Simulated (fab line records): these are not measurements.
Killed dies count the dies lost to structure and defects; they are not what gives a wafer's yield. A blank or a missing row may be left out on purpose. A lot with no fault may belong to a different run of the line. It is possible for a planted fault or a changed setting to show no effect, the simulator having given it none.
Which of the tools did it? || flow sky130 || Sampling: 12 lots, 36 wafers, 2 of 708 route steps

== WHAT EACH GAUGE READ, for each wafer ==
SKY_METAL1_RS_MEAS_05: uses a four-point probe to measure.
{"lot": "L075", "measured": "day 32 01:24", "on": "filmMetro-02", "METAL1_ALCU_RS (ohm/sq)": "0.1262 0.1268 0.1237"}
{"lot": "L077", "measured": "day 32 12:58", "on": "filmMetro-04", "METAL1_ALCU_RS (ohm/sq)": "0.1265 0.1253 0.1272"}
{"lot": "L079", "measured": "day 33 01:08", "on": "filmMetro-02", "METAL1_ALCU_RS (ohm/sq)": "0.1212 0.1236 0.1237"}
{"lot": "L081", "measured": "day 34 09:05", "on": "filmMetro-01", "METAL1_ALCU_RS (ohm/sq)": "0.1306 0.1299 0.1278"}
{"lot": "L083", "measured": "day 35 10:22", "on": "filmMetro-04", "METAL1_ALCU_RS (ohm/sq)": "0.1261 0.1276 0.1259"}
{"lot": "L084", "measured": "day 35 15:40", "on": "filmMetro-02", "METAL1_ALCU_RS (ohm/sq)": "0.1274 0.1260 0.1283"}
{"lot": "L088", "measured": "day 36 08:42", "on": "filmMetro-02", "METAL1_ALCU_RS (ohm/sq)": "0.1245 0.1248 0.1275"}
{"lot": "L090", "measured": "day 37 05:40", "on": "filmMetro-01", "METAL1_ALCU_RS (ohm/sq)": "0.1273 0.1264 0.1282"}
{"lot": "L091", "measured": "day 37 16:10", "on": "filmMetro-01", "METAL1_ALCU_RS (ohm/sq)": "0.1265 0.1275 0.1278"}
{"lot": "L093", "measured": "day 37 18:46", "on": "filmMetro-02", "METAL1_ALCU_RS (ohm/sq)": "0.1267 0.1271 0.1280"}
{"lot": "L094", "measured": "day 38 06:03", "on": "filmMetro-04", "METAL1_ALCU_RS (ohm/sq)": "0.1272 0.1285 0.1286"}
{"lot": "L097", "measured": "day 38 18:59", "on": "filmMetro-02", "METAL1_ALCU_RS (ohm/sq)": "0.1257 0.1262 0.1265"}

== WHAT TOOL EACH LOT RAN ON (gives the tool, then ch and the chambers of the sampled wafers, and finally the start) ==
{"lot": "L075", "SKY_METAL1_SPUTTER_02": "pvdSputter-02, day 32 01:16"}
{"lot": "L077", "SKY_METAL1_SPUTTER_02": "pvdSputter-02, day 32 12:53"}
{"lot": "L079", "SKY_METAL1_SPUTTER_02": "pvdSputter-03, day 33 01:02"}
{"lot": "L081", "SKY_METAL1_SPUTTER_02": "pvdSputter-01, day 34 08:58"}
{"lot": "L083", "SKY_METAL1_SPUTTER_02": "pvdSputter-01, day 35 10:13"}
{"lot": "L084", "SKY_METAL1_SPUTTER_02": "pvdSputter-03, day 35 15:33"}
{"lot": "L088", "SKY_METAL1_SPUTTER_02": "pvdSputter-01, day 36 08:34"}
{"lot": "L090", "SKY_METAL1_SPUTTER_02": "pvdSputter-03, day 37 05:34"}
{"lot": "L091", "SKY_METAL1_SPUTTER_02": "pvdSputter-02, day 37 16:03"}
{"lot": "L093", "SKY_METAL1_SPUTTER_02": "pvdSputter-03, day 37 18:40"}
{"lot": "L094", "SKY_METAL1_SPUTTER_02": "pvdSputter-02, day 38 05:55"}
{"lot": "L097", "SKY_METAL1_SPUTTER_02": "pvdSputter-02, day 38 18:54"}
- SKY_METAL1_SPUTTER_02: material AlCu, target thk 250 nm, time 13.3 s.

== THE ANSWER, worked out from the rows above alone ==
Rule: the lots themselves supply what counts as usual. Put in order of their means at a reading, lots are off if they are a third of the lots or fewer, leave a main group of 4 or more, and stand apart from it by a gap of 3 or more times the standard deviation of the main group's means; of several such gaps the widest counts. If all means in a main group match to the digits the tables above print for the reading, that group is not used. A lot without any number at a reading at which 4 lots or more have one is off too. All remaining lots with rows at the step are treated as sound.
None of the lots is off at any reading shown; this tells nothing.

== WHAT HAD BEEN PUT IN BY THE SIMULATOR ==
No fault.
